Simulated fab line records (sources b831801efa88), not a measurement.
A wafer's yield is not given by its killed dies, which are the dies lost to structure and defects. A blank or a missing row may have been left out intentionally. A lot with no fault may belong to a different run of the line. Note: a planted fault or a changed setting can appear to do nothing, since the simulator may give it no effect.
Chamber matching | flow sky130 | SKY_VIA3_CMP_24 on cmp-02: 4 sister chambers
The step polishes, stops on SiO2, t overpolish 20 s, target thk 0 nm. 4 wafers are shown with their chamber, then 10 later ones without.

== WAFERS, EACH WITH ITS CHAMBER ==
wafer  | chamber | motor current A (A)
L080.1 | 2       | 11.7
L087.6 | 0       | 10.7
L092.3 | 3       | 11.2
L092.5 | 1       | 10.5

== WAFERS WHOSE CHAMBER IS MISSING ==
wafer  | motor current A (A)
L092.6 | 11.0
L091.1 | 11.1
L091.2 | 11.0
L091.4 | 12.2
L093.1 | 12.1
L093.5 | 10.5
L093.6 | 10.9
L096.1 | 10.8
L096.3 | 11.3
L096.4 | 10.5

== CHAMBER TAKEN BY EACH ==
wafer  | from the rows above          | in truth
L092.6 | can't be placed: 3 or 0 or 1 | 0
L091.1 | can't be placed: 3 or 0      | 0
L091.2 | can't be placed: 3 or 0 or 1 | 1
L091.4 | 2                            | 2
L093.1 | 2                            | 2
L093.5 | can't be placed: 1 or 0      | 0
L093.6 | can't be placed: 0 or 3 or 1 | 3
L096.1 | can't be placed: 0 or 1 or 3 | 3
L096.3 | can't be placed: 3 or 2      | 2
L096.4 | can't be placed: 1 or 0      | 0
Placed correctly: 2 of 10. Can't be placed from these rows: 8 (the true chamber is among the candidates in 8). Wrongly placed: 0.
How it was worked out, from the rows above alone: a wafer's distance from a chamber is the root of the sum, over the readings, of the square of ((its reading less the chamber's mean) divided by the reading's scatter). If the next closest chamber is less than 2 further off than the closest, the wafer can't be placed; otherwise it belongs to the closest. The mean given for a chamber averages the wafers shown for that chamber. The scatter: root of mean squared gap, hidden wafer to nearest shown wafer, with one shown wafer a chamber.
